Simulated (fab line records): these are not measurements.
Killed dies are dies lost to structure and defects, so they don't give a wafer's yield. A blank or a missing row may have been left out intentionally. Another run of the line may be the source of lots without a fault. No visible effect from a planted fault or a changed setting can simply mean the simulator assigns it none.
A lot that was struck, set against a sound lot ; flow gf180mcu ; 14 steps out of a route of 602
Sound: wafers L715.2, L715.4, L715.5. The struck wafers were L711.1, L711.2, L711.6. At the end, the cause is stated.
Each step with rows lists, per side, the tool, then ch with its chambers, then its first start. Under that, the readings that differ: sound wafers ; struck wafers ; difference of the means ; sigmas: that difference in standard deviations of wafers without a fault.
alike: readings whose means differ by less than 2 such deviations, and words and numbers that are the same on both sides. not compared: withheld readings, readings that some wafer has no value for, bounds like >300 that may hide the same value, and numbers for which the record gives no deviation and whose values overlap.
The two part at a step that has a row with sigmas, a row that says differs or no value, or rows on one side only. Non-overlapping numbers with no deviation appear without sigmas and do not part them. A reading that every wafer of one side lacks parts them only if that side has two wafers or more.

first, 4 steps without rows for these wafers: GF_M2_SOFTBAKE_10 (time 60 s); GF_M2_EXPOSE_11 (exposes mask Metal2, target cd 280 nm); GF_M2_PEB_12 (peb time 90 s); GF_M2_DEVELOP_13 (develop time 60 s).
GF_M2_CD_MEAS_14 targets a cd of 280 nm.
  sound: cd-sem-01 at day 24 03:09; struck: cd-sem-01 at day 22 19:44
  alike: cd-nm
GF_M2_OVL_MEAS_15:
  sound: overlay-02 at day 24 03:16; struck: overlay-02 at day 22 19:51
  alike: M2_OVL
GF_M2_METAL_ETCH_16: etches the open film in Cl2/BCl3, stops on SiO2, target depth 750.8 nm, time 125.1 s.
  sound on rie-metal-03 ch 0,1, day 24 03:17; struck on rie-metal-03 ch 0,1, day 22 19:53
  alike: drypump-motor-current-A, oes-product-au, rf-fwd-power-W, throttle-valve-pct
  not compared: rf-hours-counter-h
GF_M2_STRIP_17: strips in O2/N2.
  sound on plasma-asher-02 ch 0,1, day 24 03:25; struck on plasma-asher-02 ch 0,1, day 22 20:01
  alike: drypump-motor-current-A, heater-power-w, o2-flow-sccm, oes-product-au, strip-time-to-endpoint-s
  not compared: rf-hours-counter-h
then, 3 steps without rows for these wafers: GF_M2_STRIP_18 (strips in post etch residue remover, time 1200 s); GF_M2_CLEAN_19 (cleans in DIW); GF_V2_CVD_00 (deposits SiO2, target thk 600 nm, time 100 s).
GF_V2_THK_MEAS_01:
  sound: film-metro-01 at day 24 04:08; struck: film-metro-01 at day 22 20:43
  alike: V2_CVD_00_THK
GF_V2_CVD_02: deposits SiO2 from TEOS, target thk 850 nm, time 94.851 s.
  sound on pecvd-01 ch 0,1, day 24 04:11; struck on pecvd-03 ch 0,2, day 22 20:46
  no value came back on the struck wafers for heater-power-outer-w (W), heater-power-w (W), rf-fwd-power-W (W); on the sound wafers heater-power-outer-w (W) reads 382 326 409
GF_PASSIVATION_PROBE_99:
  the record has rows for the sound wafers here (prober-02, day 32 21:51) and none for the struck ones

WHERE THEY PART
First at GF_V2_CVD_02; last, within this record, at GF_PASSIVATION_PROBE_99.

WHY: what had been put in by the simulator
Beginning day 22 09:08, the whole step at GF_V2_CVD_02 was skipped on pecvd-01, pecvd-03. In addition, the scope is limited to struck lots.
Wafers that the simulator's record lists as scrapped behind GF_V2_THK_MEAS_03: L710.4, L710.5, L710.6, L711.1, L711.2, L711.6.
